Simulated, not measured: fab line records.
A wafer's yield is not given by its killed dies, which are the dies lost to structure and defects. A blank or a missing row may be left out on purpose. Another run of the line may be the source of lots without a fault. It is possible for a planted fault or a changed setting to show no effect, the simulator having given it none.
fab line records -- flow sky130 -- part 2 of 2: steps 30 to 39 of 39
record lots=5, wafers=15, last-day=49
route steps=708 shown METAL4@623 VIA4@639 METAL5@661
lots that met no fault: taken from a fault-free run of the same line
start-h: hours from the record's first day to the start of the lot's first wafer shown -- wait-h: hours from the lot's prior step to this one -- " same as the row above -- L1.1+2: one row covering several wafers at once -- - no value, or no start given -- * or withheld: withheld -- < > ~ a bound
route shown NAME@n: a module of which the file shows steps, and the number in the route of the first -- usual: mean/standard deviation taken from wafers without a fault -- same: alike in all rows -- chamber/n: place in a boat -- sites: the reading at each site -- _std_site: the values' standard deviation -- _edge_site: mean of outer sites minus mean of inner sites -- radius-mm: for every site, how far away it sits from the centre of the wafer -- mask NAME#n: copy n -- behind: the most recent tool/chamber to have shaped the wafer -- hold: why the lot went on hold/how many hours it stayed there/how the hold came to an end -- device: the n, p or np transistor that did not switch -- end of line: at the end of the route, the tests of the same wafers -- a step given without rows: its recipe and nothing more -- killed: not the wafer's yield, but the dies lost to structure and defects at the first sort -- map: the dies of a wafer, with x for killed, . for not killed, _ for no die there
set.NAME: the setting that was run; set.NAME@STEP: the one run at that earlier step -- model.NAME: the simulator's own value behind a step, which no gauge read
lots at selected steps of the route; one table per step, one row per wafer
services: the hour from which a tool's chamber was out of use, counted from the record's first day as start-h (under 0 if before that day), plus the number of hours and why
## steps
# step SKY_VIA4_STRIP_13
# recipe chemistry=O2/N2, power-w=1400, pressure-mtorr=1500, platen-temp-c=withheld, o2-flow-sccm=3000, n2-flow-sccm=300, overash-fraction=0.5
# usual drypump-motor-current-A=5.65/0.18, o2-flow-sccm=3000/8.9, oes-product-au=0.709/0.0048, strip-time-to-endpoint-s=12.801/0.029
lot.wafer,tool,chamber,start-h,wait-h,drypump-motor-current-A,o2-flow-sccm,oes-product-au,rf-hours-counter-h,strip-time-to-endpoint-s
L080.2,plasma-asher-04,1,1051.33,-,5.87,3001,0.702,122,12.795
L080.4,plasma-asher-04,0,1051.33,-,5.75,2998,0.715,-,12.799
L080.5,plasma-asher-04,1,1051.33,-,5.85,2995,0.712,-,12.818
L085.3,plasma-asher-03,1,1080.22,-,5.41,2992,0.710,-,12.761
L085.4,plasma-asher-03,0,1080.22,-,5.84,3010,0.708,-,12.789
L085.6,plasma-asher-03,0,1080.22,-,5.82,3006,0.709,-,12.846
L087.1,plasma-asher-01,0,1089.38,-,5.48,2996,0.717,66,12.771
L087.2,plasma-asher-01,1,1089.38,-,5.77,2995,0.716,66,12.800
L087.5,plasma-asher-01,0,1089.38,-,5.48,2990,0.719,-,12.798
L088.1,plasma-asher-03,1,1101.73,-,5.43,2990,0.710,35,12.835
L088.3,plasma-asher-03,0,1101.73,-,5.82,3002,0.708,-,12.814
L088.5,plasma-asher-03,1,1101.73,-,5.37,2996,0.708,-,12.828
L089.1,plasma-asher-04,0,1108.03,-,5.76,2983,0.714,4,12.809
L089.2,plasma-asher-04,1,1108.03,-,5.86,3010,0.701,4,12.820
L089.3,plasma-asher-04,0,1108.03,-,5.75,2984,0.717,-,12.833
# step SKY_VIA4_STRIP_14
# recipe chemistry=post-etch-residue-remover, time-s=1200, temp-c=72.5
lot.wafer,tool,chamber,start-h,wait-h
L080.2+4+5,wet-bench-03,2,1051.43,0.1
L085.3+4+6,wet-bench-03,3,1080.28,0.0
L087.1+2+5,wet-bench-01,2,1089.48,0.1
L088.1+3+5,wet-bench-01,2,1101.83,0.1
L089.1+2+3,wet-bench-03,0,1108.13,0.1
# step SKY_VIA4_CLEAN_15
# recipe chemistry=IPA, time-s=180, temp-c=25
lot.wafer,tool,chamber,start-h,wait-h
L080.2+4+5,wet-bench-03,0,1051.77,0.0
L085.3+4+6,wet-bench-01,0,1080.63,0.0
L087.1+2+5,wet-bench-04,1,1089.85,0.0
L088.1+3+5,wet-bench-04,0,1102.17,0.0
L089.1+2+3,wet-bench-01,1,1108.47,0.0
# step SKY_VIA4_CLEAN_16
# recipe chemistry=O3/DIW, dry=n2-spin
lot.wafer,tool,chamber,start-h,wait-h
L080.2+4+5,wet-bench-03,2,1051.83,0.0
L085.3+4+6,wet-bench-01,2,1080.70,0.0
L087.1+2+5,wet-bench-03,3,1089.92,0.0
L088.1+3+5,wet-bench-01,1,1102.23,0.0
L089.1+2+3,wet-bench-03,2,1108.54,0.0
# step SKY_VIA4_SPUTTER_17
# recipe material=TiN, target-thk-nm=20, chamber-pressure-pa=5, power-w=4000, time-s=80
# usual cathode-dc-power-W=3999.9/0.76, throttle-valve-pct=30.3/0.73
lot.wafer,tool,chamber,start-h,wait-h,cathode-dc-power-W,throttle-valve-pct
L080.2,pvd-sputter-02,-,1051.92,0.0,3999.3,30.0
L080.4,pvd-sputter-02,-,1051.92,0.0,3999.4,29.1
L080.5,pvd-sputter-02,-,1051.92,0.0,3999.1,29.0
L085.3,pvd-sputter-04,-,1080.80,0.0,4000.4,31.5
L085.4,pvd-sputter-04,-,1080.80,0.0,3999.4,30.1
L085.6,pvd-sputter-04,-,1080.80,0.0,4000.5,30.1
L087.1,pvd-sputter-02,-,1090.02,0.0,4000.4,31.4
L087.2,pvd-sputter-02,-,1090.02,0.0,3999.7,29.9
L087.5,pvd-sputter-02,-,1090.02,0.0,4000.5,29.1
L088.1,pvd-sputter-02,-,1102.32,0.0,4000.8,29.2
L088.3,pvd-sputter-02,-,1102.32,0.0,3999.2,31.3
L088.5,pvd-sputter-02,-,1102.32,0.0,3999.9,29.1
L089.1,pvd-sputter-04,-,1108.63,0.0,3999.1,30.1
L089.2,pvd-sputter-04,-,1108.63,0.0,4001.2,31.7
L089.3,pvd-sputter-04,-,1108.63,0.0,3999.2,29.5
# step SKY_VIA4_CVD_18
# recipe material=W, target-thk-nm=505, time-s=152.14, temp-c=400, pressure-torr=40
# usual heater-power-w=816/76
lot.wafer,tool,chamber,start-h,wait-h,heater-power-w
L080.2,cvd-w-02,1,1051.98,0.0,779
L080.4,cvd-w-02,1,1051.98,0.0,776
L080.5,cvd-w-02,1,1051.98,0.0,782
L085.3,cvd-w-02,1,1080.91,0.1,792
L085.4,cvd-w-02,0,1080.91,0.1,719
L085.6,cvd-w-02,1,1080.91,0.1,780
L087.1,cvd-w-02,0,1090.08,0.0,733
L087.2,cvd-w-02,1,1090.08,0.0,797
L087.5,cvd-w-02,1,1090.08,0.0,760
L088.1,cvd-w-02,0,1102.38,0.0,730
L088.3,cvd-w-02,1,1102.38,0.0,769
L088.5,cvd-w-02,1,1102.38,0.0,795
L089.1,cvd-w-01,1,1108.69,0.0,902
L089.2,cvd-w-01,1,1108.69,0.0,915
L089.3,cvd-w-01,1,1108.69,0.0,912
# step SKY_VIA4_RS_MEAS_19
# recipe thk-meas-gauge=four-point-probe, reads=W_of_VIA4_CVD_18+TiN_of_VIA4_SPUTTER_17
# usual VIA4_W_RS=0.2279/0.0023
lot.wafer,tool,chamber,start-h,wait-h,VIA4_W_RS[ohm/sq]
L080.2,film-metro-01,-,1052.15,0.1,0.2287
L080.4,film-metro-01,-,1052.15,0.1,0.2258
L080.5,film-metro-01,-,1052.15,0.1,0.2276
L085.3,film-metro-03,-,1081.05,0.1,0.2269
L085.4,film-metro-03,-,1081.05,0.1,0.2227
L085.6,film-metro-03,-,1081.05,0.1,0.2259
L087.1,film-metro-01,-,1090.23,0.1,0.2323
L087.2,film-metro-01,-,1090.23,0.1,0.2297
L087.5,film-metro-01,-,1090.23,0.1,0.2326
L088.1,film-metro-03,-,1102.54,0.1,0.2289
L088.3,film-metro-03,-,1102.54,0.1,0.2295
L088.5,film-metro-03,-,1102.54,0.1,0.2290
L089.1,film-metro-04,-,1108.99,0.3,0.2302
L089.2,film-metro-04,-,1108.99,0.3,0.2294
L089.3,film-metro-04,-,1108.99,0.3,0.2293
# step SKY_VIA4_THK_MEAS_20
# recipe thk-meas-gauge=xrf, reads=W_of_VIA4_CVD_18
# usual VIA4_W_THK=496/6.6
lot.wafer,tool,chamber,start-h,wait-h,VIA4_W_THK[nm]
L080.2,film-metro-01,-,1052.26,0.1,499
L080.4,film-metro-01,-,1052.26,0.1,507
L080.5,film-metro-01,-,1052.26,0.1,502
L085.3,film-metro-03,-,1081.15,0.1,498
L085.4,film-metro-03,-,1081.15,0.1,505
L085.6,film-metro-03,-,1081.15,0.1,497
L087.1,film-metro-01,-,1090.35,0.1,491
L087.2,film-metro-01,-,1090.35,0.1,493
L087.5,film-metro-01,-,1090.35,0.1,485
L088.1,film-metro-03,-,1102.66,0.1,493
L088.3,film-metro-03,-,1102.66,0.1,493
L088.5,film-metro-03,-,1102.66,0.1,492
L089.1,film-metro-04,-,1109.11,0.1,488
L089.2,film-metro-04,-,1109.11,0.1,490
L089.3,film-metro-04,-,1109.11,0.1,489
# step SKY_VIA4_CMP_21
# recipe stop-on=SiO2, t-overpolish-s=25, down-force-psi=3.5, platen-rpm=60, target-thk-nm=0, pad-velocity-m-s=0.94248
# usual motor-current-A=11.3/1, overpolish-run-s=25.001/0.0085, slurry-filter-dp-kPa=13.49/0.14, time-to-endpoint-s=121/3.6
lot.wafer,tool,chamber,start-h,wait-h,motor-current-A,overpolish-run-s,slurry-filter-dp-kPa,time-to-endpoint-s
L080.4,cmp-01,1,1052.79,0.5,11.2,24.981,13.66,125
L080.2,cmp-01,3,1052.79,0.5,12.1,24.994,13.49,116
L080.5,cmp-01,0,1052.79,0.5,10.8,24.986,13.24,119
L085.4,cmp-02,3,1081.35,0.2,12.4,24.993,13.51,127
L085.3,cmp-02,1,1081.35,0.2,12.6,25.010,13.72,119
L085.6,cmp-02,2,1081.35,0.2,12.2,25.001,13.25,120
L087.2,cmp-02,1,1090.46,0.1,12.5,24.995,13.42,118
L087.1,cmp-02,3,1090.46,0.1,11.2,25.011,13.33,117
L087.5,cmp-02,1,1090.46,0.1,13.3,24.981,13.22,121
L088.1,cmp-01,0,1102.72,0.1,11.2,24.994,13.58,123
L088.3,cmp-01,2,1102.72,0.1,10.6,24.995,13.39,129
L088.5,cmp-01,0,1102.72,0.1,10.4,25.001,13.70,123
L089.2,cmp-01,1,1109.22,0.1,11.5,25.003,13.46,120
L089.3,cmp-01,2,1109.22,0.1,10.6,25.009,13.22,119
L089.1,cmp-01,3,1109.22,0.1,11.4,25.017,13.47,118
# step SKY_METAL5_SPUTTER_00
# recipe material=Ti, target-thk-nm=15, power-w=3000, time-s=10, chamber-pressure-pa=0.4
# usual cathode-dc-power-W=3000.1/0.52, throttle-valve-pct=30.1/0.68
lot.wafer,tool,chamber,start-h,wait-h,cathode-dc-power-W,throttle-valve-pct
L080.2,pvd-sputter-02,-,1053.04,0.1,3000.5,31.4
L080.4,pvd-sputter-02,-,1053.04,0.1,2999.9,29.1
L080.5,pvd-sputter-02,-,1053.04,0.1,3000.6,30.3
L085.3,pvd-sputter-03,-,1081.60,0.1,2999.3,30.0
L085.4,pvd-sputter-03,-,1081.60,0.1,2999.8,30.2
L085.6,pvd-sputter-03,-,1081.60,0.1,2999.3,31.0
L087.1,pvd-sputter-03,-,1090.71,0.1,2999.5,30.8
L087.2,pvd-sputter-03,-,1090.71,0.1,3000.5,29.6
L087.5,pvd-sputter-03,-,1090.71,0.1,3000.4,30.1
L088.1,pvd-sputter-02,-,1103.02,0.2,3000.1,30.1
L088.3,pvd-sputter-02,-,1103.02,0.2,3000.4,31.6
L088.5,pvd-sputter-02,-,1103.02,0.2,3000.4,30.3
L089.1,pvd-sputter-03,-,1109.47,0.1,3000.4,29.7
L089.2,pvd-sputter-03,-,1109.47,0.1,2999.7,30.1
L089.3,pvd-sputter-03,-,1109.47,0.1,3000.3,30.3
## services
tool,chamber,start-h,hours,kind
pvd-sputter-04,-,1002.12,4.5,repair
rie-diel-03,3,1003.14,3.2,repair
krf-scanner-02,-,1020.43,0.8,pm
cvd-w-02,1,1021.33,5.4,repair
rie-diel-01,-,1028.10,4.2,repair
krf-scanner-02,-,1032.53,1.0,pm
hdpcvd-01,-,1033.56,1.0,repair
rie-metal-04,-,1033.62,2.8,pm
wet-bench-04,-,1037.43,0.5,repair
cmp-01,-,1042.19,10.5,pm
wet-bench-02,-,1045.88,1.9,pm
rie-diel-01,1,1053.00,20.2,repair
pvd-sputter-02,-,1054.42,3.2,repair
cmp-02,-,1054.84,4.6,pm
plasma-asher-04,-,1055.25,9.0,pm
rie-diel-04,3,1062.01,1.8,repair
rie-diel-04,3,1066.56,6.9,repair
cmp-02,-,1084.12,4.0,pm
iline-stepper-02,-,1092.17,6.2,repair
rie-metal-01,1,1093.26,3.6,repair
plasma-asher-04,-,1094.92,4.0,repair
rie-metal-03,-,1096.40,2.8,pm
cmp-02,-,1099.61,0.3,repair
cmp-02,-,1100.02,0.6,repair
